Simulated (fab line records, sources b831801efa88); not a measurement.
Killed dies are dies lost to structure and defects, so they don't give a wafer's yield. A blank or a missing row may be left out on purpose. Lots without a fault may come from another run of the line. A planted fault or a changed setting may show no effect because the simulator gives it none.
fab line records | flow gf180mcu
record lots=5 wafers=15 last_day=33
route steps=602 shown V3@436 M4@456
lots that met no fault: from a run of the same line without faults
start_h: hours from the record's first day to the start of the lot's first wafer shown | wait_h: hours since the lot's step before | " the same as in the row above | L1.1+2: a row that stands for several wafers | - no value, or no start given | * or withheld: withheld | < > ~ a bound
route shown NAME@n: a module of which the file shows steps, and the number in the route of the first | usual: mean/standard deviation of fault-free wafers | same: alike in all rows | chamber/n: place in a boat | sites: the reading at each site | _std_site: their standard deviation | _edge_site: outer sites' mean less inner sites' | radius_mm: how far each site lies from the wafer's centre | mask NAME#n: copy n | behind: the tool/chamber that last shaped the wafer | hold: why the lot was held/for how many hours/how that ended | device: the transistor (n, p or np) that didn't switch | end of line: the same wafers' tests at the end of the route | a step without rows: its recipe alone | killed: dies lost to structure and defects at the first sort, not the wafer's yield | map: a wafer's dies, x killed, . not, _ none there
set.NAME: the setting as run; set.NAME@STEP: as run at that earlier step | model.NAME: the simulator's own value behind a step, which no gauge read
lots at some steps of the route; a table a step, a row a wafer
services: from which hour (start_h, from the record's first day; less than 0 if before it) a tool's chamber was out of use, for how many hours, and why
## steps
# step GF_V3_HMDS_07
# recipe prime_time_s=60 prime_temp_c=120
# same prime_time_s=60
# columns lot.wafer tool chamber start_h wait_h
L078.3+4+6 litho_track-02 0 541.33 0.1
L080.1+2+3 litho_track-02 0 557.98 0.1
L081.1+4+6 litho_track-04 0 579.35 0.1
L092.4+5+6 litho_track-03 0 645.41 0.1
L091.1+4+6 litho_track-02 0 646.63 0.1
# step GF_V3_COAT_08
# recipe resist=BARC temp_c=withheld time_s=withheld spin_rpm=withheld resist_thk_nm=withheld
# columns lot.wafer tool chamber start_h wait_h
L078.3+4+6 litho_track-02 0 541.48 0.1
L080.1+2+3 litho_track-02 0 558.13 0.1
L081.1+4+6 litho_track-04 0 579.50 0.1
L092.4+5+6 litho_track-03 0 645.56 0.1
L091.1+4+6 litho_track-02 0 646.78 0.1
# step GF_V3_COAT_09
# recipe resist=KrF spin_rpm=withheld resist_thk_nm=1000
# columns lot.wafer tool chamber start_h wait_h
L078.3+4+6 litho_track-02 0 - -
L080.1+2+3 litho_track-02 0 - -
L081.1+4+6 litho_track-04 0 - -
L092.4+5+6 litho_track-03 0 - -
L091.1+4+6 litho_track-02 0 - -
# step GF_V3_SOFTBAKE_10
# recipe temp_c=130 time_s=60 resist=KrF
# columns lot.wafer tool chamber start_h wait_h
L078.3+4+6 litho_track-02 0 - -
L080.1+2+3 litho_track-02 0 - -
L081.1+4+6 litho_track-04 0 - -
L092.4+5+6 litho_track-03 0 - -
L091.1+4+6 litho_track-02 0 - -
# step GF_V3_EXPOSE_11
# recipe mask_id=Via3 target_cd_nm=260 na=0.68 source_shape=conventional sigma_outer=0.6 dose_mj=38
# usual focus_offset_nm=0.0/0.56
# columns lot.wafer tool chamber start_h wait_h mask focus_offset_nm
L078.3 krf_scanner-02 0 - - Via3#0 0.2
L078.4 " 0 " " Via3#0 0.3
L078.6 " 0 " " Via3#0 -0.1
L080.1 krf_scanner-01 0 - - Via3#0 1.2
L080.2 " 0 " " Via3#0 0.7
L080.3 " 0 " " Via3#0 -0.2
L081.1 krf_scanner-01 0 - - Via3#0 0.4
L081.4 " 0 " " Via3#0 0.3
L081.6 " 0 " " Via3#0 0.6
L092.4 krf_scanner-01 0 - - Via3#0 0.4
L092.5 " 0 " " Via3#0 0.5
L092.6 " 0 " " Via3#0 0.3
L091.1 krf_scanner-02 0 - - Via3#0 0.5
L091.4 " 0 " " Via3#0 -0.6
L091.6 " 0 " " Via3#0 -0.4
# step GF_V3_PEB_12
# recipe peb_temp_c=135 peb_time_s=90 resist=KrF
# columns lot.wafer tool chamber start_h wait_h
L078.3+4+6 litho_track-03 0 - -
L080.1+2+3 litho_track-03 0 - -
L081.1+4+6 litho_track-04 0 - -
L092.4+5+6 litho_track-03 0 - -
L091.1+4+6 litho_track-02 0 - -
# step GF_V3_DEVELOP_13
# recipe develop_time_s=60 resist=KrF dev_temp_c=21
# same develop_time_s=60
# columns lot.wafer tool chamber start_h wait_h
L078.3+4+6 litho_track-03 0 552.09 0.1
L080.1+2+3 litho_track-03 0 569.74 0.2
L081.1+4+6 litho_track-04 0 590.55 0.2
L092.4+5+6 litho_track-03 0 655.86 0.1
L091.1+4+6 litho_track-02 0 657.08 0.2
# step GF_V3_CD_MEAS_14
# recipe target_cd_nm=260
# usual cd_nm=260.3/1.3
# columns lot.wafer tool chamber start_h wait_h cd_nm
L078.3 cd_sem-01 - 552.23 0.1 259.2
L078.4 " - " " 260.3
L078.6 " - " " 259.5
L080.1 cd_sem-02 - 569.90 0.1 262.1
L080.2 " - " " 261.5
L080.3 " - " " 262.1
L081.1 cd_sem-02 - 590.70 0.1 260.8
L081.4 " - " " 260.3
L081.6 " - " " 259.9
L092.4 cd_sem-02 - 656.00 0.1 262.4
L092.5 " - " " 262.2
L092.6 " - " " 261.6
L091.1 cd_sem-02 - 657.23 0.1 261.5
L091.4 " - " " 261.1
L091.6 " - " " 262.1
# step GF_V3_OVL_MEAS_15
# usual V3_OVL=2/4.6
# columns lot.wafer tool chamber start_h wait_h V3_OVL[nm]
L078.3 overlay-02 - 552.32 0.1 5
L078.4 " - " " 2
L078.6 " - " " -7
L080.1 overlay-01 - 570.02 0.1 2
L080.2 " - " " 7
L080.3 " - " " 3
L081.1 overlay-01 - 590.82 0.1 6
L081.4 " - " " 5
L081.6 " - " " -1
L092.4 overlay-02 - 656.07 0.1 2
L092.5 " - " " 5
L092.6 " - " " 1
L091.1 overlay-01 - 657.35 0.1 -10
L091.4 " - " " -2
L091.6 " - " " -7
# step GF_V3_ETCH_16
# recipe chemistry=N2/H2 target_depth_a=withheld overetch_a=withheld time_s=withheld target=BARC ion_energy_ev=200 source_w=500 bias_w=100 pressure_mtorr=30 n2_flow_sccm=100 h2_flow_sccm=200
# usual drypump_motor_current_A=5.7/0.46 oes_product_au=0.855/0.0049 rf_fwd_power_W=495.8/2.1 throttle_valve_pct=13.225/0.0092
# columns lot.wafer tool chamber start_h wait_h drypump_motor_current_A oes_product_au rf_fwd_power_W throttle_valve_pct
L078.3 rie_diel-01 2 552.34 0.0 5.3 0.858 493.9 13.223
L078.4 " 0 " " 6.6 0.845 496.0 13.211
L078.6 " 1 " " 5.2 0.849 493.5 13.214
L080.1 rie_diel-03 2 570.06 0.0 6.2 0.860 497.4 13.227
L080.2 " 0 " " 5.7 0.849 497.1 13.237
L080.3 " 1 " " 5.3 0.857 495.7 13.230
L081.1 rie_diel-02 2 590.86 0.0 5.4 0.857 492.7 13.229
L081.4 " 1 " " 6.0 0.854 497.4 13.239
L081.6 " 1 " " 6.0 0.849 495.9 13.229
L092.4 rie_diel-02 3 656.11 0.0 6.1 0.865 497.2 13.227
L092.5 " 1 " " 6.0 0.859 498.4 13.222
L092.6 " 0 " " 6.2 0.855 495.4 13.227
L091.1 rie_diel-01 1 657.39 0.0 5.2 0.850 495.6 13.236
L091.4 " 2 " " 5.3 0.853 490.9 13.224
L091.6 " 3 " " 5.3 0.853 496.4 13.213
# step GF_V3_ETCH_17
# recipe chemistry=C4F8/O2/Ar mask_material=KrF target=SiO2 stop_on=TiN source_w=1500 bias_w=1200 pressure_mtorr=40 c4f8_flow_sccm=withheld O2_flow_sccm=6 Ar_flow_sccm=300 time_s=withheld target_depth_a=6350
# usual oes_product_au=0.857/0.004 rf_fwd_power_W=1493/4.9
# columns lot.wafer tool chamber start_h wait_h oes_product_au rf_fwd_power_W
L078.3 rie_diel-01 2 - - 0.861 1484
L078.4 " 0 " " 0.857 1498
L078.6 " 1 " " 0.859 1491
L080.1 rie_diel-03 2 - - 0.853 1497
L080.2 " 0 " " 0.859 1494
L080.3 " 1 " " 0.855 1496
L081.1 rie_diel-02 2 - - 0.852 1489
L081.4 " 1 " " 0.855 1501
L081.6 " 1 " " 0.863 1495
L092.4 rie_diel-02 3 - - 0.860 1493
L092.5 " 1 " " 0.853 1489
L092.6 " 0 " " 0.853 1491
L091.1 rie_diel-01 1 - - 0.861 1491
L091.4 " 2 " " 0.857 1491
L091.6 " 3 " " 0.856 1493
# step GF_V3_STRIP_18
# recipe chemistry=O2/N2 power_w=1400 pressure_mtorr=1500 platen_temp_c=250 o2_flow_sccm=3000 n2_flow_sccm=300 overash_fraction=0.5
# usual drypump_motor_current_A=5.8/0.6 heater_power_w=304/19 oes_product_au=0.594/0.0049 platen_temp_c=250.00/0.16
# columns lot.wafer tool chamber start_h wait_h drypump_motor_current_A heater_power_w oes_product_au platen_temp_c rf_hours_counter_h
L078.3 plasma_asher-04 1 552.51 - 5.2 297 0.591 249.97 -
L078.4 " 0 " " 6.0 328 0.588 249.80 -
L078.6 " 1 " " 5.2 295 0.590 250.05 -
L080.1 plasma_asher-03 0 570.19 - 6.5 300 0.592 250.00 12
L080.2 " 1 " " 4.8 276 0.590 250.04 12
L080.3 " 1 " " 4.9 271 0.589 249.79 -
L081.1 plasma_asher-02 1 590.99 - 5.9 300 0.597 250.01 97
L081.4 " 1 " " 5.9 295 0.600 249.92 -
L081.6 " 1 " " 5.9 289 0.595 250.02 -
L092.4 plasma_asher-02 1 656.25 - 5.9 299 0.597 249.84 -
L092.5 " 0 " " 6.5 328 0.592 249.60 -
L092.6 " 1 " " 5.9 301 0.589 249.98 -
L091.1 plasma_asher-02 1 657.52 - 5.9 287 0.600 249.87 104
L091.4 " 0 " " 6.4 333 0.588 250.10 -
L091.6 " 1 " " 5.9 286 0.600 249.70 -
# step GF_V3_STRIP_19
# recipe chemistry=post_etch_residue_remover time_s=1200 temp_c=72.5
# columns lot.wafer tool chamber start_h wait_h
L078.3+4+6 wet_bench-02 2 552.57 0.0
L080.1+2+3 wet_bench-03 2 570.29 0.1
L081.1+4+6 wet_bench-02 3 591.09 0.1
L092.4+5+6 wet_bench-03 1 656.32 0.0
L091.1+4+6 wet_bench-02 2 657.62 0.1
# step GF_V3_CLEAN_20
# recipe chemistry=DIW dry=n2_spin
# columns lot.wafer tool chamber start_h wait_h
L078.3+4+6 wet_bench-04 1 552.95 0.0
L080.1+2+3 wet_bench-04 3 570.63 0.0
L081.1+4+6 wet_bench-04 2 591.43 0.0
L092.4+5+6 wet_bench-02 3 656.66 0.0
L091.1+4+6 wet_bench-03 1 657.99 0.0
# step GF_V3_SPUTTER_21
# recipe material=Ti target_thk_nm=15 chamber_pressure_pa=5 power_w=2500 substrate_temp_c=200 time_s=80.02
# usual chamber_pressure_pa=4.998/0.009 throttle_valve_pct=30.3/1.1
# columns lot.wafer tool chamber start_h wait_h chamber_pressure_pa throttle_valve_pct
L078.3 pvd_sputter-01 - 553.05 0.0 4.993 30.0
L078.4 " - " " 5.009 29.0
L078.6 " - " " 5.012 29.1
L080.1 pvd_sputter-01 - 570.72 0.0 4.998 30.5
L080.2 " - " " 4.992 29.5
L080.3 " - " " 4.994 29.2
L081.1 pvd_sputter-04 - 591.52 0.0 4.983 30.8
L081.4 " - " " 4.994 27.8
L081.6 " - " " 4.997 27.7
L092.4 pvd_sputter-03 - 656.76 0.0 4.990 31.7
L092.5 " - " " 4.997 32.0
L092.6 " - " " 5.001 31.5
L091.1 pvd_sputter-03 - 658.09 0.0 4.996 31.9
L091.4 " - " " 5.003 30.9
L091.6 " - " " 5.007 31.4
# step GF_V3_SPUTTER_22
# recipe material=TiN target_thk_nm=10 chamber_pressure_pa=5 power_w=4000 time_s=38.58
# usual chamber_pressure_pa=5.000/0.0099 throttle_valve_pct=30.3/1.1
# columns lot.wafer tool chamber start_h wait_h chamber_pressure_pa throttle_valve_pct
L078.3 pvd_sputter-01 - 553.11 0.0 5.000 30.2
L078.4 " - " " 5.007 29.3
L078.6 " - " " 5.011 29.1
L080.1 pvd_sputter-01 - 570.78 0.0 5.020 30.2
L080.2 " - " " 4.994 29.5
L080.3 " - " " 5.007 29.3
L081.1 pvd_sputter-04 - 591.58 0.0 4.992 30.6
L081.4 " - " " 4.991 27.9
L081.6 " - " " 5.000 27.7
L092.4 pvd_sputter-03 - 656.82 0.0 4.994 31.5
L092.5 " - " " 4.999 31.7
L092.6 " - " " 4.994 31.7
L091.1 pvd_sputter-03 - 658.15 0.0 5.037 31.9
L091.4 " - " " 4.992 30.8
L091.6 " - " " 5.007 31.4
# step GF_V3_CVD_23
# recipe material=W target_thk_nm=350 time_s=104.9 temp_c=400 pressure_torr=40
# usual heater_power_w=786/78
# columns lot.wafer tool chamber start_h wait_h heater_power_w
L078.3 cvd_w-02 1 553.18 0.1 878
L078.4 " 0 " " 671
L078.6 " 1 " " 868
L080.1 cvd_w-02 1 570.82 0.0 878
L080.2 " 0 " " 667
L080.3 " 0 " " 685
L081.1 cvd_w-01 0 591.62 0.0 819
L081.4 " 0 " " 790
L081.6 " 1 " " 760
L092.4 cvd_w-01 1 656.90 0.1 795
L092.5 " 0 " " 821
L092.6 " 1 " " 777
L091.1 cvd_w-01 1 658.19 0.0 783
L091.4 " 0 " " 807
L091.6 " 1 " " 792
# step GF_V3_RS_MEAS_24
# recipe thk_meas_gauge=four-point-probe reads=W_of_V3_CVD_23+TiN_of_V3_SPUTTER_22+Ti_of_V3_SPUTTER_21
# usual V3_W_RS=0.329/0.0046
# columns lot.wafer tool chamber start_h wait_h V3_W_RS[ohm/sq]
L078.3 film_metro-01 - 553.30 0.1 0.328
L078.4 " - " " 0.331
L078.6 " - " " 0.329
L080.1 film_metro-01 - 570.94 0.1 0.335
L080.2 " - " " 0.335
L080.3 " - " " 0.333
L081.1 film_metro-01 - 591.75 0.1 0.327
L081.4 " - " " 0.326
L081.6 " - " " 0.334
L092.4 film_metro-01 - 657.04 0.1 0.324
L092.5 " - " " 0.315
L092.6 " - " " 0.325
L091.1 film_metro-02 - 658.30 0.1 0.323
L091.4 " - " " 0.319
L091.6 " - " " 0.329
# step GF_V3_THK_MEAS_25
# recipe thk_meas_gauge=xrf reads=W_of_V3_CVD_23
# usual V3_W_THK=361/6.9
# columns lot.wafer tool chamber start_h wait_h V3_W_THK[nm]
L078.3 film_metro-01 - 553.40 0.1 362
L078.4 " - " " 358
L078.6 " - " " 359
L080.1 film_metro-01 - 571.06 0.1 354
L080.2 " - " " 351
L080.3 " - " " 353
L081.1 film_metro-01 - 591.87 0.1 362
L081.4 " - " " 364
L081.6 " - " " 355
L092.4 film_metro-01 - 657.13 0.1 364
L092.5 " - " " 374
L092.6 " - " " 362
L091.1 film_metro-02 - 658.42 0.1 374
L091.4 " - " " 380
L091.6 " - " " 369
# step GF_V3_CMP_26
# recipe stop_on=SiO2 down_force_psi=3.5 platen_rpm=60 t_overpolish_s=15 target_thk_nm=0 pad_velocity_m_s=0.94248
# usual edge_zone_pressure_frac=1.000/0.0045 motor_current_A=11.8/1.3 overpolish_run_s=15.000/0.0086 time_to_endpoint_s=86/3.1
# same t_overpolish_s=15
# columns lot.wafer tool chamber start_h wait_h edge_zone_pressure_frac motor_current_A overpolish_run_s time_to_endpoint_s
L078.3 cmp-02 1 553.44 0.0 0.993 10.6 15.012 87
L078.4 " 0 " " 0.998 12.0 15.009 83
L078.6 " 1 " " 0.991 11.6 14.995 91
L080.1 cmp-02 2 571.17 0.1 1.003 14.7 14.988 81
L080.2 " 3 " " 0.998 11.7 14.994 83
L080.3 " 0 " " 0.996 11.0 14.996 84
L081.1 cmp-02 0 591.93 0.1 0.997 11.5 15.004 89
L081.4 " 2 " " 1.003 14.8 14.991 87
L081.6 " 0 " " 0.997 11.6 14.999 88
L092.4 cmp-02 0 657.31 0.2 0.995 11.3 14.996 87
L092.6 " 1 " " 1.004 10.5 15.009 91
L092.5 " 2 " " 0.993 14.0 14.983 84
L091.1 cmp-02 3 658.48 0.1 1.000 11.6 15.009 93
L091.4 " 1 " " 0.993 11.5 14.991 90
L091.6 " 0 " " 1.003 10.7 14.990 86
# step GF_M4_SPUTTER_00
# recipe material=Ti target_thk_nm=37.5 arriving_ion_energy_ev=80 substrate_temp_c=200 chamber_pressure_pa=2 power_w=4000 time_s=150
# usual chamber_pressure_pa=2.000/0.0039 throttle_valve_pct=30.0/0.76
# columns lot.wafer tool chamber start_h wait_h chamber_pressure_pa throttle_valve_pct
L078.3 pvd_sputter-03 - 553.74 0.2 2.001 29.5
L078.4 " - " " 2.005 31.8
L078.6 " - " " 1.991 31.6
L080.1 pvd_sputter-01 - 571.42 0.2 2.002 30.0
L080.2 " - " " 2.005 29.2
L080.3 " - " " 1.993 29.9
L081.1 pvd_sputter-01 - 592.23 0.2 1.997 29.4
L081.4 " - " " 1.998 29.2
L081.6 " - " " 2.004 29.9
L092.4 pvd_sputter-02 - 657.46 0.1 1.997 28.8
L092.5 " - " " 1.999 30.1
L092.6 " - " " 2.002 29.9
L091.1 pvd_sputter-02 - 658.78 0.2 2.000 30.0
L091.4 " - " " 1.999 30.1
L091.6 " - " " 1.997 30.0
# step GF_M4_SPUTTER_01
# recipe material=TiN target_thk_nm=30 power_w=6500 time_s=25 chamber_pressure_pa=0.4
# usual chamber_pressure_pa=0.4000/0.00082 throttle_valve_pct=30.0/0.79
# columns lot.wafer tool chamber start_h wait_h chamber_pressure_pa throttle_valve_pct
L078.3 pvd_sputter-03 - 553.84 0.1 0.3994 29.6
L078.4 " - " " 0.4005 31.9
L078.6 " - " " 0.3996 31.7
L080.1 pvd_sputter-01 - 571.52 0.1 0.4011 30.2
L080.2 " - " " 0.4004 29.1
L080.3 " - " " 0.3999 29.9
L081.1 pvd_sputter-01 - 592.33 0.1 0.4005 29.9
L081.4 " - " " 0.4004 29.2
L081.6 " - " " 0.3991 29.6
L092.4 pvd_sputter-02 - 657.56 0.1 0.4003 28.8
L092.5 " - " " 0.3982 30.1
L092.6 " - " " 0.4009 30.3
L091.1 pvd_sputter-02 - 658.88 0.1 0.3999 30.0
L091.4 " - " " 0.4010 29.8
L091.6 " - " " 0.4014 29.8
# step GF_M4_SPUTTER_02
# recipe material=AlCu target_thk_nm=450 power_w=10600 time_s=23.9 chamber_pressure_pa=0.4
# usual chamber_pressure_pa=0.4000/0.00085 throttle_valve_pct=30.0/0.79
# columns lot.wafer tool chamber start_h wait_h chamber_pressure_pa throttle_valve_pct
L078.3 pvd_sputter-03 - 553.87 0.0 0.3989 29.5
L078.4 " - " " 0.4009 31.7
L078.6 " - " " 0.4002 31.6
L080.1 pvd_sputter-01 - 571.55 0.0 0.3996 30.2
L080.2 " - " " 0.4000 29.2
L080.3 " - " " 0.3997 29.9
L081.1 pvd_sputter-01 - 592.36 0.0 0.4002 30.1
L081.4 " - " " 0.4008 29.2
L081.6 " - " " 0.4005 29.7
L092.4 pvd_sputter-02 - 657.59 0.0 0.4002 28.5
L092.5 " - " " 0.3999 29.8
L092.6 " - " " 0.3997 30.3
L091.1 pvd_sputter-02 - 658.91 0.0 0.4001 30.2
L091.4 " - " " 0.3995 29.8
L091.6 " - " " 0.4004 29.9
# step GF_M4_SPUTTER_03
# recipe material=Ti target_thk_nm=10 substrate_temp_c=300 chamber_pressure_pa=0.3 power_w=3000 time_s=6.7
# usual chamber_pressure_pa=0.3001/0.00065 throttle_valve_pct=30.0/0.8
# columns lot.wafer tool chamber start_h wait_h chamber_pressure_pa throttle_valve_pct
L078.3 pvd_sputter-03 - 553.90 0.0 0.2995 29.7
L078.4 " - " " 0.2990 32.1
L078.6 " - " " 0.2994 31.8
L080.1 pvd_sputter-01 - 571.58 0.0 0.3003 30.1
L080.2 " - " " 0.2988 29.3
L080.3 " - " " 0.3004 29.9
L081.1 pvd_sputter-01 - 592.39 0.0 0.2998 29.8
L081.4 " - " " 0.2991 29.2
L081.6 " - " " 0.3006 29.8
L092.4 pvd_sputter-02 - 657.62 0.0 0.3010 28.5
L092.5 " - " " 0.3001 30.0
L092.6 " - " " 0.2995 30.1
L091.1 pvd_sputter-02 - 658.94 0.0 0.3004 29.9
L091.4 " - " " 0.3002 29.4
L091.6 " - " " 0.2991 30.2
# step GF_M4_SPUTTER_04
# recipe material=TiN target_thk_nm=50 power_w=6500 time_s=41.7 chamber_pressure_pa=0.4
# usual chamber_pressure_pa=0.3999/0.0008 throttle_valve_pct=30.0/0.8
# columns lot.wafer tool chamber start_h wait_h chamber_pressure_pa throttle_valve_pct
L078.3 pvd_sputter-03 - 553.92 0.0 0.4001 29.4
L078.4 " - " " 0.3999 31.9
L078.6 " - " " 0.4005 31.5
L080.1 pvd_sputter-01 - 571.60 0.0 0.3983 30.0
L080.2 " - " " 0.4001 29.4
L080.3 " - " " 0.4003 29.7
L081.1 pvd_sputter-01 - 592.41 0.0 0.4001 29.8
L081.4 " - " " 0.3996 29.2
L081.6 " - " " 0.4003 29.5
L092.4 pvd_sputter-02 - 657.64 0.0 0.3997 28.7
L092.5 " - " " 0.3987 30.2
L092.6 " - " " 0.3996 30.1
L091.1 pvd_sputter-02 - 658.96 0.0 0.4008 30.2
L091.4 " - " " 0.4001 29.7
L091.6 " - " " 0.4002 30.1
# step GF_M4_RS_MEAS_05
# recipe thk_meas_gauge=four-point-probe reads=TiN_of_M4_SPUTTER_04+Ti_of_M4_SPUTTER_03+AlCu_of_M4_SPUTTER_02+TiN_of_M4_SPUTTER_01+Ti_of_M4_SPUTTER_00
# usual M4_ALCU_RS=0.0696/0.001
# columns lot.wafer tool chamber start_h wait_h M4_ALCU_RS[ohm/sq]
L078.3 film_metro-03 - 554.00 0.1 0.0692
L078.4 " - " " 0.0681
L078.6 " - " " 0.0697
L080.1 film_metro-04 - 571.64 0.0 0.0687
L080.2 " - " " 0.0689
L080.3 " - " " 0.0670
L081.1 film_metro-04 - 592.45 0.0 0.0684
L081.4 " - " " 0.0704
L081.6 " - " " 0.0701
L092.4 film_metro-04 - 657.74 0.1 0.0697
L092.5 " - " " 0.0697
L092.6 " - " " 0.0686
L091.1 film_metro-01 - 659.00 0.0 0.0705
L091.4 " - " " 0.0696
L091.6 " - " " 0.0704
# step GF_M4_THK_MEAS_06
# recipe thk_meas_gauge=xrf reads=AlCu_of_M4_SPUTTER_02
# usual M4_ALCU_THK=440/6.9
# columns lot.wafer tool chamber start_h wait_h M4_ALCU_THK[nm]
L078.3 film_metro-03 - 554.10 0.1 444
L078.4 " - " " 449
L078.6 " - " " 439
L080.1 film_metro-04 - 571.76 0.1 441
L080.2 " - " " 442
L080.3 " - " " 454
L081.1 film_metro-04 - 592.57 0.1 445
L081.4 " - " " 435
L081.6 " - " " 439
L092.4 film_metro-04 - 657.83 0.1 437
L092.5 " - " " 439
L092.6 " - " " 440
L091.1 film_metro-01 - 659.12 0.1 432
L091.4 " - " " 439
L091.6 " - " " 432
# step GF_M4_DEHYDRATE_07
# recipe temp_c=200 time_s=60
# columns lot.wafer tool chamber start_h wait_h
L078.3+4+6 litho_track-01 0 565.42 11.3
L080.1+2+3 litho_track-03 0 582.64 10.9
L081.1+4+6 litho_track-03 0 602.14 9.6
L092.4+5+6 litho_track-03 0 666.46 8.6
L091.1+4+6 litho_track-01 0 667.97 8.8
# step GF_M4_HMDS_08
# recipe prime_time_s=60 prime_temp_c=120
# same prime_time_s=60
# columns lot.wafer tool chamber start_h wait_h
L078.3+4+6 litho_track-01 0 565.57 0.1
L080.1+2+3 litho_track-03 0 582.79 0.1
L081.1+4+6 litho_track-03 0 602.29 0.1
L092.4+5+6 litho_track-03 0 666.61 0.1
L091.1+4+6 litho_track-01 0 668.12 0.1
# step GF_M4_COAT_09
# recipe resist=KrF spin_rpm=withheld resist_thk_nm=1000
# columns lot.wafer tool chamber start_h wait_h
L078.3+4+6 litho_track-01 0 565.72 0.1
L080.1+2+3 litho_track-03 0 582.94 0.1
L081.1+4+6 litho_track-03 0 602.44 0.1
L092.4+5+6 litho_track-03 0 666.76 0.1
L091.1+4+6 litho_track-01 0 668.27 0.1
# step GF_M4_SOFTBAKE_10
# recipe temp_c=130 time_s=60 resist=KrF
# columns lot.wafer tool chamber start_h wait_h
L078.3+4+6 litho_track-01 0 565.87 0.1
L080.1+2+3 litho_track-03 0 583.09 0.1
L081.1+4+6 litho_track-03 0 602.59 0.1
L092.4+5+6 litho_track-03 0 666.91 0.1
L091.1+4+6 litho_track-01 0 668.42 0.1
# step GF_M4_EXPOSE_11
# recipe mask_id=Metal4 target_cd_nm=280 na=0.68 source_shape=conventional sigma_outer=0.6 dose_mj=28
# usual focus_offset_nm=0.0/0.55
# columns lot.wafer tool chamber start_h wait_h mask focus_offset_nm
L078.3 krf_scanner-01 0 - - Metal4#0 0.4
L078.4 " 0 " " Metal4#0 -0.7
L078.6 " 0 " " Metal4#0 0.7
L080.1 krf_scanner-02 0 - - Metal4#0 -0.4
L080.2 " 0 " " Metal4#0 -0.2
L080.3 " 0 " " Metal4#0 -0.5
L081.1 krf_scanner-02 0 - - Metal4#0 0.8
L081.4 " 0 " " Metal4#0 -0.9
L081.6 " 0 " " Metal4#0 -0.8
L092.4 krf_scanner-01 0 - - Metal4#0 0.3
L092.5 " 0 " " Metal4#0 0.3
L092.6 " 0 " " Metal4#0 0.2
L091.1 krf_scanner-01 0 - - Metal4#0 -0.4
L091.4 " 0 " " Metal4#0 -0.5
L091.6 " 0 " " Metal4#0 0.3
# step GF_M4_PEB_12
# recipe peb_temp_c=135 peb_time_s=90 resist=KrF
# columns lot.wafer tool chamber start_h wait_h
L078.3+4+6 litho_track-01 0 - -
L080.1+2+3 litho_track-03 0 - -
L081.1+4+6 litho_track-03 0 - -
L092.4+5+6 litho_track-03 0 - -
L091.1+4+6 litho_track-02 0 - -
# step GF_M4_DEVELOP_13
# recipe develop_time_s=60 dev_temp_c=21
# same develop_time_s=60
# columns lot.wafer tool chamber start_h wait_h
L078.3+4+6 litho_track-01 0 575.92 0.1
L080.1+2+3 litho_track-03 0 593.19 0.2
L081.1+4+6 litho_track-03 0 613.29 0.2
L092.4+5+6 litho_track-03 0 676.51 0.1
L091.1+4+6 litho_track-02 0 678.63 0.2
# step GF_M4_CD_MEAS_14
# recipe target_cd_nm=280
# usual cd_nm=280.3/1.3
# columns lot.wafer tool chamber start_h wait_h cd_nm
L078.3 cd_sem-01 - 576.06 0.1 279.5
L078.4 " - " " 281.2
L078.6 " - " " 280.6
L080.1 cd_sem-02 - 593.34 0.1 280.5
L080.2 " - " " 279.5
L080.3 " - " " 280.1
L081.1 cd_sem-01 - 613.44 0.1 282.1
L081.4 " - " " 282.2
L081.6 " - " " 279.9
L092.4 cd_sem-02 - 676.65 0.1 282.4
L092.5 " - " " 283.3
L092.6 " - " " 283.2
L091.1 cd_sem-01 - 678.78 0.1 277.8
L091.4 " - " " 278.2
L091.6 " - " " 278.1
# step GF_M4_OVL_MEAS_15
# usual M4_OVL=3/5.1
# columns lot.wafer tool chamber start_h wait_h M4_OVL[nm]
L078.3 overlay-02 - 576.15 0.1 11
L078.4 " - " " 9
L078.6 " - " " 16
L080.1 overlay-02 - 593.46 0.1 2
L080.2 " - " " 2
L080.3 " - " " 4
L081.1 overlay-01 - 613.56 0.1 2
L081.4 " - " " -1
L081.6 " - " " 8
L092.4 overlay-02 - 676.72 0.1 6
L092.5 " - " " 3
L092.6 " - " " -1
L091.1 overlay-02 - 678.90 0.1 -1
L091.4 " - " " -6
L091.6 " - " " -11
# step GF_M4_METAL_ETCH_16
# recipe chemistry=Cl2/BCl3 mask_material=KrF target_depth_nm=750.8 stop_on=SiO2 pressure_mtorr=8 icp_w=800 bias_w=140 Cl2_flow_sccm=80 bcl3_flow_sccm=40 time_s=125.1
# usual drypump_motor_current_A=5.9/0.47 oes_product_au=0.990/0.0082 rf_fwd_power_W=796.6/2.9 throttle_valve_pct=28.230/0.011
# columns lot.wafer tool chamber start_h wait_h drypump_motor_current_A oes_product_au rf_fwd_power_W rf_hours_counter_h throttle_valve_pct
L078.3 rie_metal-01 0 576.22 0.1 6.3 0.986 792.9 - 28.211
L078.4 " 0 " " 6.3 0.995 795.5 - 28.233
L078.6 " 0 " " 6.2 0.990 792.5 - 28.230
L080.1 rie_metal-02 0 593.49 0.0 5.3 0.989 797.0 13 28.211
L080.2 " 1 " " 5.1 0.984 799.4 2 28.242
L080.3 " 0 " " 5.3 0.991 797.2 - 28.222
L081.1 rie_metal-01 1 613.59 0.0 6.2 0.994 798.4 1 28.245
L081.4 " 0 " " 6.2 0.999 796.5 - 28.221
L081.6 " 0 " " 6.2 0.994 796.3 - 28.220
L092.4 rie_metal-03 0 676.79 0.1 5.5 0.992 802.5 - 28.215
L092.5 " 1 " " 6.3 0.987 798.2 - 28.222
L092.6 " 0 " " 5.5 0.996 803.0 - 28.216
L091.1 rie_metal-03 0 678.94 0.0 5.5 0.992 800.0 0 28.224
L091.4 " 1 " " 6.3 0.975 795.1 - 28.264
L091.6 " 0 " " 5.5 0.989 803.6 - 28.230
## services
# columns tool chamber start_h hours kind
plasma_asher-02 - 527.12 2.9 repair
krf_scanner-02 - 532.31 2.5 repair
cmp-02 - 538.17 5.8 pm
cmp-02 - 554.03 1.0 repair
rie_diel-01 - 557.29 0.1 repair
pvd_sputter-02 - 559.77 2.9 repair
krf_scanner-02 - 560.71 1.0 pm
pvd_sputter-02 - 560.86 6.2 repair
krf_scanner-02 - 562.27 20.5 repair
krf_scanner-01 - 582.78 1.0 pm
pvd_sputter-03 - 592.64 20.9 repair
krf_scanner-02 - 595.80 4.0 pm
krf_scanner-01 - 599.82 1.3 pm
rie_diel-01 - 606.73 0.7 repair
krf_scanner-02 - 610.77 0.8 pm
krf_scanner-02 - 616.84 1.3 pm
cmp-02 - 619.04 9.2 pm
krf_scanner-02 - 619.77 21.7 repair
krf_scanner-01 - 641.51 0.8 pm
rie_diel-02 - 646.04 0.4 repair
rie_diel-01 2 661.46 4.6 repair
rie_diel-02 - 669.16 2.8 pm
rie_diel-02 2 675.35 28.1 repair
cmp-02 - 678.35 0.5 repair
## key
fault none
